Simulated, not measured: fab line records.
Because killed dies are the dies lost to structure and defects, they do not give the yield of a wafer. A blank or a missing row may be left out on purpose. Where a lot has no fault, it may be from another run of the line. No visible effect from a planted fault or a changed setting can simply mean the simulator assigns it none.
Which tool is to blame? || flow sky130 || 30 wafers sampled from 11 lots at 1 step of a route of 708

== WHAT THE GAUGES SHOWED, per wafer ==
SKY_VIA1_THK_MEAS_01.
{"lot": "L440", "measured": "day 32 17:34", "on": "filmMetro-04", "VIA1_HDPCVD_THK (nm)": "1036 1022 1027"}
{"lot": "L441", "measured": "day 33 07:17", "on": "filmMetro-02", "VIA1_HDPCVD_THK (nm)": "1047 1032 1035"}
{"lot": "L442", "measured": "day 33 19:01", "on": "filmMetro-01", "VIA1_HDPCVD_THK (nm)": "1027 1032 1028"}
{"lot": "L443", "measured": "day 34 02:49", "on": "filmMetro-02", "VIA1_HDPCVD_THK (nm)": "1022 1033 1018"}
{"lot": "L445", "measured": "day 34 09:17", "on": "filmMetro-01", "VIA1_HDPCVD_THK (nm)": "1027 1027 1025"}
{"lot": "L446", "measured": "day 34 19:16", "on": "filmMetro-04", "VIA1_HDPCVD_THK (nm)": "1017 1028 1019"}
{"lot": "L447", "measured": "day 34 23:49", "on": "filmMetro-04", "VIA1_HDPCVD_THK (nm)": "1034 1019 1028"}
{"lot": "L450", "measured": "day 36 11:11", "on": "filmMetro-02", "VIA1_HDPCVD_THK (nm)": 1025}
{"lot": "L452", "measured": "day 36 17:46", "on": "filmMetro-01", "VIA1_HDPCVD_THK (nm)": "1033 1032"}
{"lot": "L459", "measured": "day 38 11:16", "on": "filmMetro-04", "VIA1_HDPCVD_THK (nm)": "1031 1027 1017"}
{"lot": "L462", "measured": "day 39 03:35", "on": "filmMetro-02", "VIA1_HDPCVD_THK (nm)": "1039 1039 1029"}

== WHICH TOOL RAN EACH LOT (tool, then ch and the chambers of the sampled wafers, then the start) ==
Record: no process step prior to these readings.

== THE ANSWER, worked out from the rows above alone ==
Rule: usual is defined by the lots themselves. The widest of any qualifying gaps counts: lots, ordered by their means at a reading, are off when they make up no more than a third of the lots, leave a main group of 4 or more, and stand apart from it by 3 or more times the standard deviation of that group's means. A main group whose means are all the same, to the digits that the tables above print for the reading, isn't used. Also off: a lot with no number at a reading for which 4 or more lots have one. All remaining lots with rows at the step are treated as sound.
None of the lots is off at any reading shown; this tells nothing.

== WHAT THE SIMULATOR HAD PUT IN ==
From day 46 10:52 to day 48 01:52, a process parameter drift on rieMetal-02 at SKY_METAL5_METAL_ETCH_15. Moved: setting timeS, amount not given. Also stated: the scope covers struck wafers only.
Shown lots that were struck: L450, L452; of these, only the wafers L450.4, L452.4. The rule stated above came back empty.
